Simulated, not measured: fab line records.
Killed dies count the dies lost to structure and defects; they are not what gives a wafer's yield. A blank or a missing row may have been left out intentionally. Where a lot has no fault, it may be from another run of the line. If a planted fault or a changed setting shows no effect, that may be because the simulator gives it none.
One fault seen from 2 desks	flow gf180mcu	only its own numbers are on each desk; what lay behind them is given at the end

## FROM THE METROLOGY DESK
What the gauges read for every lot (on any tool): the sampled wafers with a number, averaged. A lot is out of limits, marked OUT, if its mean lies more than 4 standard deviations from the usual mean; the brackets give that distance.
Columns: A = V4_W_RS at GF_V4_RS_MEAS_24, usual 0.329 ohm/sq; B = V4_W_THK at GF_V4_THK_MEAS_25, usual 353 nm; C = MIM_CVD_05_THK at GF_MIM_THK_MEAS_06, usual 41.9 nm; D = MIM_ALCU_RS at GF_MIM_RS_MEAS_10, usual 0.1599 ohm/sq; E = MIM_ALCU_THK at GF_MIM_THK_MEAS_11, usual 203.7 nm; F = cd nm at GF_M5_CD_MEAS_07, usual 279.8 nm; G = M5_OVL at GF_M5_OVL_MEAS_08, usual -4 nm
lot	first seen here	A	B	C	D	E	F	G
L497	day 25 20:46	0.329	352	41.6	0.1635	198.7	279.7	-3
L502	day 27 15:44	0.322	359	42.8	0.1570	205.5	281.6	-4
L505	day 28 12:13	0.333	347	42.3	0.1569	208.2	278.9	7
L506	day 28 14:32	0.327	355	41.7	0.1625	200.2	280.2	-5
L515	day 31 03:40	0.326	356	41.4	0.1594	203.6	281.3	-14
Result from this desk: across the 5 lots, nothing is out of limits.

## TOOL OWNER'S DESK, pvd sputter-03
The tool's own readings at GF_MIM_SPUTTER_04 (material TiN, target thk 50 nm, time 41.7 s): means of the sampled wafers that have a number, for each lot that ran on this tool. A lot is out of limits, marked OUT, if its mean lies more than 4 standard deviations from the usual mean; the brackets give that distance.
Columns: A = throttle valve pct at GF_MIM_SPUTTER_04, usual 30.1 %
lot	first seen here	A
L502	day 27 16:23	28.8
L506	day 28 15:46	29.3
Result from this desk: across the 2 lots, nothing is out of limits.

## TAKEN TOGETHER
At the metrology desk, nothing out of limits was observed.
Nothing out of limits was seen by the tool owner's desk.

## WHAT THE SIMULATOR HAD PUT IN
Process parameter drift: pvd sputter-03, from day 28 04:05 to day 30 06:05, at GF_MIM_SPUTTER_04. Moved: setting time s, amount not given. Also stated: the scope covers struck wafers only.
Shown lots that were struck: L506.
